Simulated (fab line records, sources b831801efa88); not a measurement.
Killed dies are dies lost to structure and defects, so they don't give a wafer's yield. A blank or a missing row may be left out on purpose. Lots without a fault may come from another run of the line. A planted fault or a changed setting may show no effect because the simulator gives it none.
Which tool did it? | flow gf180mcu | 13 lots, 39 wafers sampled, at 4 steps of a route of 602

WHAT THE GAUGES READ, wafer by wafer
GF_M4_OVL_MEAS_15. Usual: M4_OVL 0 nm, standard deviation 5.2.
lot  | measured     | on         | M4_OVL (nm) | flag
L277 | day 23 09:14 | overlay-01 | -2 -4 1     |
L278 | day 23 18:11 | overlay-02 | 5 8 6       |
L280 | day 24 07:27 | overlay-02 | 4 -2 5      |
L281 | day 25 00:10 | overlay-02 | -7 -4 -8    |
L282 | day 25 06:16 | overlay-01 | 3 -6 10     |
L283 | day 25 14:46 | overlay-01 | -1 0 4      |
L285 | day 26 04:36 | overlay-01 | 4 -9 1      |
L287 | day 26 22:08 | overlay-02 | -4 -4 -9    |
L293 | day 28 17:33 | overlay-01 | 3 5 -1      |
L294 | day 28 21:02 | overlay-02 | -2 -3 3     |
L297 | day 29 17:41 | overlay-02 | -6 -6 1     |
L298 | day 29 22:17 | overlay-01 | 2 -4 -3     |
L299 | day 30 06:23 | overlay-02 | -3 -3 2     |

WHICH TOOL RAN EACH LOT (tool, then ch and the chambers of the sampled wafers, then the start)
lot  | GF_V3_CMP_26                  | GF_M4_SPUTTER_04             | GF_M4_SOFTBAKE_10
L277 | cmp-01 ch 0,1,3, day 22 09:45 | pvd_sputter-02, day 22 10:14 | litho_track-04 ch 0, day 22 22:04
L278 | cmp-02 ch 1,2,3, day 22 18:28 | pvd_sputter-04, day 22 18:51 | litho_track-01 ch 0, day 23 06:16
L280 | cmp-02 ch 1,3, day 23 08:45   | pvd_sputter-03, day 23 09:11 | litho_track-04 ch 0, day 23 20:22
L281 | cmp-02 ch 1,2,3, day 24 01:35 | pvd_sputter-03, day 24 02:01 | litho_track-01 ch 0, day 24 12:40
L282 | cmp-01 ch 0,1, day 24 07:40   | pvd_sputter-02, day 24 08:05 | litho_track-04 ch 0, day 24 19:16
L283 | cmp-02 ch 0,2, day 24 16:34   | pvd_sputter-02, day 24 17:02 | litho_track-01 ch 0, day 25 03:22
L285 | cmp-02 ch 1,2,3, day 25 07:23 | pvd_sputter-03, day 25 07:43 | litho_track-01 ch 0, day 25 18:10
L287 | cmp-02 ch 0,3, day 26 00:43   | pvd_sputter-04, day 26 01:08 | litho_track-04 ch 0, day 26 11:24
L293 | cmp-01 ch 0,3, day 27 21:20   | pvd_sputter-04, day 27 22:01 | litho_track-04 ch 0, day 28 07:30
L294 | cmp-01 ch 0,2, day 28 01:04   | pvd_sputter-02, day 28 01:29 | litho_track-04 ch 0, day 28 11:24
L297 | cmp-02 ch 1,2,3, day 28 22:37 | pvd_sputter-02, day 28 23:03 | litho_track-02 ch 0, day 29 08:26
L298 | cmp-01 ch 0,1,2, day 29 02:49 | pvd_sputter-03, day 29 03:18 | litho_track-02 ch 0, day 29 12:59
L299 | cmp-01 ch 0,1,3, day 29 11:31 | pvd_sputter-03, day 29 12:00 | litho_track-02 ch 0, day 29 20:56
- GF_V3_CMP_26: polishes, stops on SiO2, t overpolish 15 s, target thk 0 nm.
- GF_M4_SPUTTER_04: material TiN, target thk 50 nm, time 41.7 s.
- GF_M4_SOFTBAKE_10: time 60 s.

WHAT THE TOOLS THEMSELVES READ (means of the sampled wafers that have a number; where no wafer has one, the mark that the record gives instead)
GF_V3_CMP_26. Usual: motor_current_A 10.6 A, standard deviation 0.99; overpolish_run_s 15.000 s, standard deviation 0.0093; retaining_ring_pressure_frac 1.000, standard deviation 0.0045; slurry_flow_ml_min 150.0, standard deviation 0.44; time_to_endpoint_s 85 s, standard deviation 4.1.
lot  | tool   | motor_current_A (A) | overpolish_run_s (s) | retaining_ring_pressure_frac | slurry_flow_ml_min | time_to_endpoint_s (s) | flag
L277 | cmp-01 | 10.5                | 14.993               | 0.997                        | 149.7              | 81                     |
L278 | cmp-02 | 11.3                | 14.997               | 0.998                        | 149.7              | 89                     |
L280 | cmp-02 | 11.7                | 15.007               | 0.998                        | 149.8              | 85                     |
L281 | cmp-02 | 11.5                | 15.005               | 1.001                        | 149.8              | 86                     |
L282 | cmp-01 | 10.1                | 14.995               | 1.002                        | 149.9              | 83                     |
L283 | cmp-02 | 9.4                 | 14.994               | 1.000                        | 150.4              | 92                     |
L285 | cmp-02 | 10.9                | 15.003               | 1.002                        | 149.8              | 90                     |
L287 | cmp-02 | 10.0                | 14.992               | 1.006                        | 150.4              | 86                     |
L293 | cmp-01 | 10.8                | 15.007               | 1.004                        | 150.2              | 82                     |
L294 | cmp-01 | 11.3                | 15.006               | 1.001                        | 150.0              | 80                     |
L297 | cmp-02 | 11.2                | 15.001               | 1.003                        | 149.8              | 87                     |
L298 | cmp-01 | 10.3                | 15.001               | 1.000                        | 150.3              | 87                     |
L299 | cmp-01 | 10.3                | 14.999               | 0.999                        | 150.3              | 85                     |

GF_M4_SPUTTER_04. Usual: chamber_pressure_pa 0.3999 Pa, standard deviation 0.0008; throttle_valve_pct 29.9 %, standard deviation 1.
lot  | tool           | chamber_pressure_pa (Pa) | throttle_valve_pct (%) | flag
L277 | pvd_sputter-02 | 0.4003                   | 29.8                   |
L278 | pvd_sputter-04 | 0.3998                   | 29.2                   |
L280 | pvd_sputter-03 | 0.4003                   | 29.9                   |
L281 | pvd_sputter-03 | 0.4007                   | 29.6                   |
L282 | pvd_sputter-02 | 0.4005                   | 30.2                   |
L283 | pvd_sputter-02 | 0.4001                   | 30.0                   |
L285 | pvd_sputter-03 | 0.4001                   | 30.0                   |
L287 | pvd_sputter-04 | 0.4008                   | 30.2                   |
L293 | pvd_sputter-04 | 0.3986                   | 29.2                   |
L294 | pvd_sputter-02 | 0.3997                   | 29.8                   |
L297 | pvd_sputter-02 | 0.3994                   | 30.2                   |
L298 | pvd_sputter-03 | 0.3996                   | 29.5                   |
L299 | pvd_sputter-03 | 0.3996                   | 29.3                   |

GF_M4_SOFTBAKE_10. Usual: plate_temp_C 130.02 C, standard deviation 0.13; run_length_s 89.14 s, standard deviation 0.3.
lot  | tool           | plate_temp_C (C) | run_length_s (s) | flag
L277 | litho_track-04 | 129.97           | 89.32            |
L278 | litho_track-01 | 130.12           | 89.32            |
L280 | litho_track-04 | 130.13           | 89.38            |
L281 | litho_track-01 | 129.87           | 89.46            |
L282 | litho_track-04 | 130.21           | 89.23            |
L283 | litho_track-01 | 130.12           | 89.40            |
L285 | litho_track-01 | 129.95           | 89.48            |
L287 | litho_track-04 | 130.01           | 89.19            |
L293 | litho_track-04 | 129.93           | 92.04            | OFF
L294 | litho_track-04 | 130.04           | 92.02            | OFF
L297 | litho_track-02 | 130.11           | 88.83            |
L298 | litho_track-02 | 129.92           | 88.75            |
L299 | litho_track-02 | 130.29           | 88.80            |

THE ANSWER, worked out from the rows above alone
Rule: a lot is off if the mean of its wafers that have a number lies more than 3 standard deviations from the usual mean. A lot without any number at a reading at which 4 lots or more have one is off too. The other lots that the step has rows for count as sound. The gauges are gone through in route order, then the tools' own readings, and for those a lot's mean is taken as printed above. The first step at which some lot is off is used, and at that step the reading that is off furthest; a lot without a number counts as furthest.
Off: L293, L294, at GF_M4_SOFTBAKE_10 (run_length_s).
A tool fits if, at that step or a process step before it, it ran every lot that is off, and no sound lot after the first of them. One fits: litho_track-04 at GF_M4_SOFTBAKE_10. Its last sound lot is L287 (day 26 11:24), its first lot that is off L293 (day 28 07:30): a fault that began between those two fits.
The tool's own readings at GF_M4_SOFTBAKE_10 bear it out: on the lots that are off they differ by more than 5 times the standard deviation of the sound lots' means. run_length_s reads 92.03 s there against 89.20 s on the sound lots.

WHAT THE SIMULATOR HAD PUT IN
Process parameter drift: litho_track-04, from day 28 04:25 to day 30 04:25, at GF_M4_SOFTBAKE_10. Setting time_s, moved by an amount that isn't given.
Lots struck among those shown: L293, L294. The rule above found the same.
